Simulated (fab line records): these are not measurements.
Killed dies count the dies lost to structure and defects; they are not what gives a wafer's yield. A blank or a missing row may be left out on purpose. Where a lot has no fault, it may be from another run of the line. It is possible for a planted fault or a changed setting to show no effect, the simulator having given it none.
Which tool was responsible? + flow gf180mcu + 12 lots, 36 wafers sampled, at 5 steps of a route of 602

== WHAT THE GAUGES READ, wafer by wafer ==
GF_VT_IMPLANT_OVL_MEAS_18. Usual: VT_IMPLANT_01_OVL -0.4 nm, standard deviation 1.5.
| lot  | measured     | on         | VT_IMPLANT_01_OVL (nm) | flag |
|------|--------------|------------|------------------------|------|
| L954 | day 6 02:00  | overlay-01 | -1.0 -0.6 0.4          |      |
| L955 | day 6 08:06  | overlay-02 | -1.1 -1.4 -0.5         |      |
| L956 | day 6 15:36  | overlay-02 | -0.4 -0.7 -1.6         |      |
| L957 | day 6 22:23  | overlay-02 | 0.3 0.2 0.9            |      |
| L958 | day 7 03:03  | overlay-01 | 1.3 1.2 -0.4           |      |
| L959 | day 7 09:43  | overlay-02 | -0.6 2.4 1.4           |      |
| L964 | day 9 11:58  | overlay-02 | -3.0 -3.4 -1.8         |      |
| L965 | day 9 18:35  | overlay-01 | -0.1 -0.1 -1.2         |      |
| L966 | day 9 19:29  | overlay-01 | -1.5 -2.2 -3.6         |      |
| L969 | day 10 11:15 | overlay-02 | 0.5 -1.3 -1.2          |      |
| L974 | day 11 10:33 | overlay-02 | -3.7 0.4 0.8           |      |
| L975 | day 11 19:27 | overlay-01 | 0.8 1.8 0.3            |      |

GF_VT_IMPLANT_OVL_MEAS_29. Usual: VT_IMPLANT_02_OVL -0.5 nm, standard deviation 1.4.
| lot  | measured     | on         | VT_IMPLANT_02_OVL (nm) | flag |
|------|--------------|------------|------------------------|------|
| L954 | day 6 17:42  | overlay-01 | 1.1 -0.4 -2.8          |      |
| L955 | day 6 23:54  | overlay-02 | -1.9 -2.2 -1.5         |      |
| L956 | day 7 07:06  | overlay-01 | -0.6 -0.5 -1.1         |      |
| L957 | day 7 14:20  | overlay-01 | -1.5 -0.8 -0.5         |      |
| L958 | day 7 19:03  | overlay-01 | -0.5 0.0 -2.3          |      |
| L959 | day 8 02:14  | overlay-02 | 0.5 -2.7 -2.3          |      |
| L964 | day 10 05:28 | overlay-02 | 184.9 182.3 185.3      | OFF  |
| L965 | day 10 12:26 | overlay-02 | 183.9 183.1 183.1      | OFF  |
| L966 | day 10 13:06 | overlay-02 | -1.2 -0.1 -1.5         |      |
| L969 | day 11 05:39 | overlay-01 | 0.6 -0.3 2.1           |      |
| L974 | day 12 05:39 | overlay-01 | 1.6 0.0 -1.7           |      |
| L975 | day 12 14:15 | overlay-02 | 0.5 -0.8 0.2           |      |

GF_DUAL_GATE_THK_MEAS_03. Usual: DUAL_GATE_OXIDATION_00_THK 10.93 nm, standard deviation 0.21.
| lot  | measured     | on           | DUAL_GATE_OXIDATION_00_THK (nm) | flag |
|------|--------------|--------------|---------------------------------|------|
| L954 | day 7 12:00  | filmMetro-02 | 10.67 11.02 10.87               |      |
| L955 | day 7 19:53  | filmMetro-02 | 11.29 11.11 11.17               |      |
| L956 | day 8 01:55  | filmMetro-03 | 10.75 10.85 10.67               |      |
| L957 | day 8 09:22  | filmMetro-02 | 11.16 11.26 10.96               |      |
| L958 | day 8 15:12  | filmMetro-03 | 10.80 10.69 10.87               |      |
| L959 | day 8 22:00  | filmMetro-03 | 11.17 10.92 11.19               |      |
| L964 | day 11 03:09 | filmMetro-04 | 10.96 10.82 11.00               |      |
| L965 | day 11 09:00 | filmMetro-03 | 10.98 10.87 10.91               |      |
| L966 | day 11 10:12 | filmMetro-02 | 10.85 10.93 10.84               |      |
| L969 | day 12 03:58 | filmMetro-03 | 11.11 11.16 11.10               |      |
| L974 | day 13 05:08 | filmMetro-04 | 10.92 11.03 10.87               |      |
| L975 | day 13 13:05 | filmMetro-04 | 10.68 10.55 10.54               |      |

== EACH LOT AND THE TOOL THAT RAN IT (in order: tool; ch and the chambers of the sampled wafers; start) ==
| lot  | GF_VT_IMPLANT_STRIP_20              | GF_VT_IMPLANT_EXPOSE_26            |
|------|-------------------------------------|------------------------------------|
| L954 | plasmaAsher-04 ch 0,1, day 6 02:11  | ilineStepper-02 ch 0, day 6 10:07  |
| L955 | plasmaAsher-02 ch 0,1, day 6 08:17  | ilineStepper-01 ch 0, day 6 16:04  |
| L956 | plasmaAsher-03 ch 0,1, day 6 15:47  | ilineStepper-02 ch 0, day 6 23:53  |
| L957 | plasmaAsher-02 ch 0,1, day 6 22:34  | ilineStepper-01 ch 0, day 7 06:17  |
| L958 | plasmaAsher-04 ch 0,1, day 7 03:14  | ilineStepper-01 ch 0, day 7 11:15  |
| L959 | plasmaAsher-02 ch 0,1, day 7 09:55  | ilineStepper-02 ch 0, day 7 18:35  |
| L964 | plasmaAsher-04 ch 0,1, day 9 12:10  | ilineStepper-01 ch 0, day 9 20:50  |
| L965 | plasmaAsher-02 ch 0,1, day 9 18:46  | ilineStepper-01 ch 0, day 10 03:36 |
| L966 | plasmaAsher-04 ch 0,1, day 9 19:40  | ilineStepper-02 ch 0, day 10 04:12 |
| L969 | plasmaAsher-02 ch 0,1, day 10 11:26 | ilineStepper-02 ch 0, day 10 20:47 |
| L974 | plasmaAsher-03 ch 0,1, day 11 10:44 | ilineStepper-02 ch 0, day 11 20:28 |
| L975 | plasmaAsher-03 ch 0, day 11 19:38   | ilineStepper-02 ch 0, day 12 04:51 |
- GF_VT_IMPLANT_STRIP_20: strips in O2/N2.
- GF_VT_IMPLANT_EXPOSE_26: exposes mask LVPWELL HV AREA, target cd 860 nm.

== AS READ BY THE TOOLS THEMSELVES (means over the sampled wafers that have a number; for cases with no such wafer, the mark the record gives instead) ==
GF_VT_IMPLANT_STRIP_20. Usual: drypumpMotorCurrentA 6.0 A, standard deviation 0.42; heaterPowerW 326 W, standard deviation 34; n2FlowSccm 299.9 sccm, standard deviation 0.94; oesProductAu 0.715 a.u., standard deviation 0.005; stripTimeToEndpointS 12.64 s, standard deviation 0.039.
| lot  | tool           | drypumpMotorCurrentA (A) | heaterPowerW (W) | n2FlowSccm (sccm) | oesProductAu (a.u.) | stripTimeToEndpointS (s) | flag |
|------|----------------|--------------------------|------------------|-------------------|---------------------|--------------------------|------|
| L954 | plasmaAsher-04 | 5.9                      | 292              | 300.2             | 0.718               | 12.64                    |      |
| L955 | plasmaAsher-02 | 5.7                      | 346              | 299.9             | 0.715               | 12.66                    |      |
| L956 | plasmaAsher-03 | 6.2                      | 361              | 300.2             | 0.713               | 12.65                    |      |
| L957 | plasmaAsher-02 | 5.7                      | 342              | 299.9             | 0.712               | 12.59                    |      |
| L958 | plasmaAsher-04 | 6.0                      | 292              | 300.5             | 0.717               | 12.65                    |      |
| L959 | plasmaAsher-02 | 5.7                      | 338              | 300.7             | 0.718               | 12.61                    |      |
| L964 | plasmaAsher-04 | 6.0                      | 293              | 299.5             | 0.713               | 12.71                    |      |
| L965 | plasmaAsher-02 | 6.0                      | 344              | 300.3             | 0.710               | 12.60                    |      |
| L966 | plasmaAsher-04 | 6.0                      | 287              | 300.5             | 0.715               | 12.61                    |      |
| L969 | plasmaAsher-02 | 6.0                      | 341              | 299.2             | 0.711               | 12.66                    |      |
| L974 | plasmaAsher-03 | 5.9                      | 328              | 299.3             | 0.718               | 12.67                    |      |
| L975 | plasmaAsher-03 | 5.5                      | 304              | 301.3             | 0.713               | 12.64                    |      |

== THE ANSWER, worked out from the rows above alone ==
Rule: lot off if the mean of its wafers having a number is beyond 3 standard deviations from the usual mean. Also off: a lot with no number at a reading for which 4 or more lots have one. Any other lot the step has rows for is counted as sound. First the gauges in route order, then the tools' own readings, where a lot's mean is used as printed above. The first step at which some lot is off is used, and at that step the reading that is off furthest; a lot without a number counts as furthest.
Off: L964, L965, at GF_VT_IMPLANT_OVL_MEAS_29 (VT_IMPLANT_02_OVL).
A tool fits if, at a process step before that reading, it ran every lot that is off, and no sound lot after the first of them. Those tools and the gauges at GF_VT_IMPLANT_OVL_MEAS_29 are tried in the same way. One fits: GF_VT_IMPLANT_EXPOSE_26 on ilineStepper-01. A fault onset in the window from L958 (day 7 11:15, its last sound lot) to L964 (day 9 20:50, its first lot off) fits.

== WHAT WAS PUT IN BY THE SIMULATOR ==
Scanner matching overlay: ilineStepper-01, from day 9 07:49 on, at GF_VT_IMPLANT_EXPOSE_26. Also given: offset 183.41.
Shown lots that were struck: L964, L965. Same finding as the rule above.
